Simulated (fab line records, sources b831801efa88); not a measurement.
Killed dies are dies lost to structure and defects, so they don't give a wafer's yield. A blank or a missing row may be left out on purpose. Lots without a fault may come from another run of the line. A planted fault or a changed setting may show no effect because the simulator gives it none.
Chamber matching | flow gf180mcu | GF_V2_CMP_26 on cmp-02: 4 sister chambers
The step polishes, stops on SiO2, t overpolish 15 s, target thk 0 nm. 30 wafers are shown with their chamber, then 12 later ones without.

WAFERS WITH THEIR CHAMBER
wafer  | chamber | motor_current_A (A) | time_to_endpoint_s (s) | slurry_filter_dp_kPa (kPa)
L075.1 | 3       | 11.0                | 78                     | 13.41
L075.5 | 1       | 12.7                | 88                     | 13.42
L075.6 | 0       | 10.5                | 88                     | 13.70
L077.1 | 1       | 12.6                | 84                     | 13.45
L077.2 | 0       | 10.5                | 89                     | 13.59
L077.5 | 2       | 9.7                 | 87                     | 13.73
L078.2 | 0       | 10.5                | 86                     | 13.25
L078.4 | 1       | 12.7                | 87                     | 13.47
L078.6 | 3       | 10.4                | 84                     | 13.54
L079.1 | 0       | 9.8                 | 87                     | 13.61
L079.3 | 2       | 9.6                 | 85                     | 13.66
L079.4 | 3       | 11.2                | 79                     | 13.53
L082.2 | 3       | 11.0                | 81                     | 13.43
L082.3 | 0       | 10.6                | 88                     | 13.73
L082.5 | 1       | 12.6                | 87                     | 13.42
L083.1 | 1       | 12.2                | 84                     | 13.56
L083.4 | 0       | 10.2                | 81                     | 13.38
L083.5 | 0       | 10.1                | 82                     | 13.50
L084.1 | 2       | 9.7                 | 83                     | 13.54
L084.3 | 1       | 12.6                | 82                     | 13.48
L084.6 | 1       | 12.7                | 83                     | 13.51
L088.4 | 0       | 9.9                 | 90                     | 13.76
L088.5 | 3       | 10.5                | 84                     | 13.34
L088.6 | 2       | 9.6                 | 87                     | 13.58
L090.1 | 2       | 9.3                 | 89                     | 13.40
L090.3 | 1       | 13.0                | 86                     | 13.63
L090.6 | 3       | 11.1                | 84                     | 13.32
L091.1 | 0       | 9.8                 | 81                     | 13.40
L091.4 | 2       | 9.3                 | 82                     | 13.65
L091.6 | 0       | 9.8                 | 80                     | 13.28

SIGNATURES (means of the wafers above)
reading              | chamber 0 | chamber 1 | chamber 2 | chamber 3 | scatter within a chamber
motor_current_A      | 10.170    | 12.637    | 9.533     | 10.867    | 0.282
time_to_endpoint_s   | 85.20     | 85.12     | 85.50     | 81.67     | 3.01
slurry_filter_dp_kPa | 13.5200   | 13.4925   | 13.5933   | 13.4283   | 0.133
Rule: a wafer's distance from a chamber is the root of the sum, over the readings, of the square of ((its reading less the chamber's mean) divided by the reading's scatter). The wafer belongs to the nearest chamber; if the next one is less than 2 further off, it can't be placed. The scatter: the root of (the sum of the squares of (reading less its chamber's mean) over the shown wafers, divided by (wafers less chambers)).

WAFERS WITHOUT THEIR CHAMBER
wafer  | motor_current_A (A) | time_to_endpoint_s (s) | slurry_filter_dp_kPa (kPa)
L093.1 | 9.8                 | 84                     | 13.37
L093.5 | 12.5                | 81                     | 13.45
L093.6 | 9.6                 | 85                     | 13.41
L095.3 | 9.9                 | 87                     | 13.40
L095.4 | 9.8                 | 86                     | 13.62
L095.6 | 12.1                | 81                     | 13.53
L096.4 | 9.8                 | 79                     | 13.28
L096.5 | 10.0                | 80                     | 13.63
L096.6 | 11.3                | 76                     | 13.51
L097.1 | 9.6                 | 83                     | 13.60
L097.4 | 11.2                | 77                     | 13.47
L097.5 | 10.9                | 77                     | 13.40

WHICH CHAMBER EACH WENT THROUGH
wafer  | from the rows above          | in truth
L093.1 | can't be placed: 0 or 2      | 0
L093.5 | 1                            | 1
L093.6 | can't be placed: 2 or 0      | 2
L095.3 | can't be placed: 0 or 2      | 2
L095.4 | can't be placed: 2 or 0      | 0
L095.6 | 1                            | 1
L096.4 | can't be placed: 0 or 2 or 3 | 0
L096.5 | can't be placed: 0 or 2 or 3 | 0
L096.6 | 3                            | 3
L097.1 | can't be placed: 2 or 0      | 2
L097.4 | 3                            | 3
L097.5 | 3                            | 3
Placed correctly: 5 of 12. Can't be placed from these rows: 7 (the true chamber is among the candidates in 7). Placed wrongly: 0.
